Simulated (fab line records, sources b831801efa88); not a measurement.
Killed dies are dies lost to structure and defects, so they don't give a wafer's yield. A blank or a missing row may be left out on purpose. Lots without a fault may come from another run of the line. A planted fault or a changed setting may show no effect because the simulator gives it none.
Chamber matching | flow gf180mcu | GF_PASSIVATION_CVD_00 on pecvd-01: 3 sister chambers
The step deposits SiO2 from TEOS, target thk 1000 nm, time 111.95 s. 6 wafers are shown with their chamber, then 10 later ones without.

WAFERS WITH THEIR CHAMBER
wafer  | chamber | heater_power_w (W)
L085.3 | 1       | 564
L085.6 | 2       | 737
L087.2 | 1       | 591
L087.3 | 0       | 684
L090.1 | 2       | 641
L090.3 | 0       | 681

WAFERS WITHOUT THEIR CHAMBER
wafer  | heater_power_w (W)
L090.5 | 585
L093.3 | 612
L093.5 | 579
L093.6 | 675
L096.1 | 703
L096.2 | 628
L096.3 | 651
L096.4 | 583
L096.5 | 493
L096.6 | 713

WHICH CHAMBER EACH WENT THROUGH
wafer  | from the rows above          | in truth
L090.5 | 1                            | 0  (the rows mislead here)
L093.3 | can't be placed: 1 or 0 or 2 | 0
L093.5 | 1                            | 1
L093.6 | can't be placed: 0 or 2      | 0
L096.1 | can't be placed: 2 or 0      | 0
L096.2 | can't be placed: 1 or 0 or 2 | 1
L096.3 | can't be placed: 0 or 2 or 1 | 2
L096.4 | 1                            | 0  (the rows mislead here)
L096.5 | 1                            | 1
L096.6 | can't be placed: 2 or 0      | 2
Placed correctly: 2 of 10. Can't be placed from these rows: 6 (the true chamber is among the candidates in 6). Placed wrongly: 2.
How it was worked out, from the rows above alone: a wafer's distance from a chamber is the root of the sum, over the readings, of the square of ((its reading less the chamber's mean) divided by the reading's scatter). The wafer belongs to the nearest chamber; if the next one is less than 2 further off, it can't be placed. A chamber's mean is the mean of its shown wafers. The scatter: the root of (the sum of the squares of (reading less its chamber's mean) over the shown wafers, divided by (wafers less chambers)).
